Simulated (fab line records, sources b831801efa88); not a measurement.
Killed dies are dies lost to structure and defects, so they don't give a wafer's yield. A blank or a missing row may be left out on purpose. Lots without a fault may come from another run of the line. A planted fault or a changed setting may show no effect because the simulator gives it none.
Which tool did it? | flow gf180mcu | 9 lots, 25 wafers sampled, at 2 steps of a route of 602

WHAT THE GAUGES READ, wafer by wafer
GF_LVPWELL_OVL_MEAS_07.
lot  | measured    | on         | LVPWELL_OVL (nm)
L135 | day 3 20:14 | overlay-01 | 0.7 1.3 0.7
L136 | day 4 04:19 | overlay-02 | 1.0 0.8 0.7
L143 | day 5 21:02 | overlay-01 | 0.9 -1.4
L144 | day 6 01:10 | overlay-02 | -0.5 -0.1
L149 | day 7 03:04 | overlay-02 | 0.3 1.8 0.7
L150 | day 7 09:01 | overlay-01 | 1.0 0.7 3.1
L156 | day 8 13:13 | overlay-01 | 2.0 2.6 0.9
L157 | day 8 15:38 | overlay-02 | 1.1 0.7 -0.6
L158 | day 8 19:52 | overlay-02 | 1.4 0.5 -1.2

WHICH TOOL RAN EACH LOT (tool, then ch and the chambers of the sampled wafers, then the start)
lot  | GF_LVPWELL_DEHYDRATE_00
L135 | litho_track-04 ch 0, day 3 12:52
L136 | litho_track-04 ch 0, day 3 20:44
L143 | litho_track-04 ch 0, day 5 13:19
L144 | litho_track-04 ch 0, day 5 17:19
L149 | litho_track-01 ch 0, day 6 18:40
L150 | litho_track-01 ch 0, day 7 00:38
L156 | litho_track-01 ch 0, day 8 07:52
L157 | litho_track-02 ch 0, day 8 09:58
L158 | litho_track-01 ch 0, day 8 14:02
- GF_LVPWELL_DEHYDRATE_00: time 60 s.

THE ANSWER, worked out from the rows above alone
Rule: what is usual is taken from the lots themselves. Put in order of their means at a reading, lots are off if they are a third of the lots or fewer, leave a main group of 4 or more, and stand apart from it by a gap of 3 or more times the standard deviation of the main group's means; of several such gaps the widest counts. A main group whose means are all the same, to the digits that the tables above print for the reading, isn't used. A lot without any number at a reading at which 4 lots or more have one is off too. The other lots that the step has rows for count as sound.
No lot is off at any reading shown: from this, nothing can be told.

WHAT THE SIMULATOR HAD PUT IN
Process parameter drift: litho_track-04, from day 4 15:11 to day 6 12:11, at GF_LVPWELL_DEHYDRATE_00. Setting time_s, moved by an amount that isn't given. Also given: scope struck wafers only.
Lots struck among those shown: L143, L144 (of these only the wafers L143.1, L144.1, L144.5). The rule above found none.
